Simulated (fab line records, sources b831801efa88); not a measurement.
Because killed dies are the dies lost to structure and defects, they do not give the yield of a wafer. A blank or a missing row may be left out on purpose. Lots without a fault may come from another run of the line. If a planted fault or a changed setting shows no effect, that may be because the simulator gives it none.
Matching of chambers ; flow sky130 ; 4 sister chambers for SKY_VIA1_ETCH_14 on rieDiel-04
The step etches BARC in N2/H2, stops on SiO2, time 45.9 s, target depth 60 nm. 8 wafers are shown with their chamber, then 8 later ones without.

WAFERS WITH THEIR CHAMBER
wafer;chamber;oesProductAu (a.u.);throttleValvePct (%)
L089.1;1;0.857;13.220
L089.4;2;0.852;13.229
L089.5;0;0.849;13.227
L089.6;3;0.851;13.231
L090.1;3;0.860;13.214
L090.2;1;0.848;13.236
L090.3;2;0.852;13.231
L090.4;0;0.863;13.222

WAFERS WITH NO CHAMBER GIVEN
wafer;oesProductAu (a.u.);throttleValvePct (%)
L090.5;0.864;13.218
L090.6;0.854;13.217
L091.1;0.848;13.243
L091.2;0.845;13.216
L091.3;0.852;13.221
L091.4;0.848;13.220
L091.5;0.847;13.218
L091.6;0.855;13.219

EACH ONE'S CHAMBER
wafer;from the rows above;in truth
L090.5;can't be placed: 3 or 0 or 1 or 2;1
L090.6;can't be placed: 3 or 0 or 1 or 2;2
L091.1;can't be placed: 2 or 1 or 0 or 3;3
L091.2;can't be placed: 3 or 1 or 0 or 2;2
L091.3;can't be placed: 3 or 0 or 1 or 2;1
L091.4;can't be placed: 3 or 1 or 0 or 2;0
L091.5;can't be placed: 3 or 1 or 0 or 2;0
L091.6;can't be placed: 3 or 0 or 1 or 2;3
Correct placement for 0 of the 8. Can't be placed from these rows: 8 (the true chamber is among the candidates in 8). Placed wrongly: 0.
How it was worked out, from the rows above alone: a wafer's distance from a chamber is the root of the sum, over the readings, of the square of ((its reading less the chamber's mean) divided by the reading's scatter). The wafer belongs to the nearest chamber; if the next one is less than 2 further off, it can't be placed. For every chamber, the mean is computed from those of its wafers that are shown. How the scatter is found: for the shown wafers, subtract from each reading the mean of its chamber, square and add these, divide the total by (wafers less chambers), then take the root.
